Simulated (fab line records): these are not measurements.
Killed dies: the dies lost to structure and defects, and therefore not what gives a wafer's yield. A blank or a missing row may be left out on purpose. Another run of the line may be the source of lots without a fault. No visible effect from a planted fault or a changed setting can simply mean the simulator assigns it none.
The tool behind it: which one? | flow sky130 | 10 lots with 30 wafers sampled at 2 steps, on a route of 708 steps

## WHAT EACH GAUGE READ, for each wafer
SKY_METAL2_OVL_MEAS_16.
lot  | measured     | on         | METAL2_OVL (nm)
L220 | day 35 23:34 | overlay-01 | 0 -1 -8
L222 | day 37 00:08 | overlay-02 | 7 -3 0
L223 | day 37 00:24 | overlay-02 | 2 -10 3
L224 | day 37 10:56 | overlay-02 | 4 -2 -10
L227 | day 39 00:41 | overlay-02 | -1 11 9
L233 | day 40 03:38 | overlay-02 | -2 2 8
L234 | day 40 13:37 | overlay-01 | 7 2 2
L237 | day 41 03:32 | overlay-02 | 2 4 -1
L238 | day 41 09:11 | overlay-02 | 1 7 5
L241 | day 42 10:49 | overlay-01 | 6 6 8

## WHAT TOOL EACH LOT RAN ON (gives the tool, then ch and the chambers of the sampled wafers, and finally the start)
lot  | SKY_VIA1_CVD_21
L220 | cvdW-02 ch 0, day 34 20:04
L222 | cvdW-02 ch 0,1, day 35 20:41
L223 | cvdW-01 ch 0,1, day 35 21:00
L224 | cvdW-01 ch 0,1, day 36 08:02
L227 | cvdW-01 ch 0,1, day 37 22:20
L233 | cvdW-01 ch 0,1, day 39 01:22
L234 | cvdW-02 ch 0,1, day 39 11:11
L237 | cvdW-01 ch 0,1, day 40 02:35
L238 | cvdW-01 ch 0,1, day 40 09:07
L241 | cvdW-02 ch 0,1, day 41 09:43
- SKY_VIA1_CVD_21: deposits W, target thk 270 nm, time 80.902 s.

## THE ANSWER, worked out from the rows above alone
Rule: what is usual is taken from the lots themselves. The widest of any qualifying gaps counts: lots, ordered by their means at a reading, are off when they make up no more than a third of the lots, leave a main group of 4 or more, and stand apart from it by 3 or more times the standard deviation of that group's means. Not used: any main group whose means are identical at the precision the tables above print for the reading. A lot without any number at a reading at which 4 lots or more have one is off too. Where the step has rows for the other lots, those lots are counted as sound.
Across all readings shown, no lot is off: no conclusion can be drawn from this.

## WHAT THE SIMULATOR HAD PUT IN
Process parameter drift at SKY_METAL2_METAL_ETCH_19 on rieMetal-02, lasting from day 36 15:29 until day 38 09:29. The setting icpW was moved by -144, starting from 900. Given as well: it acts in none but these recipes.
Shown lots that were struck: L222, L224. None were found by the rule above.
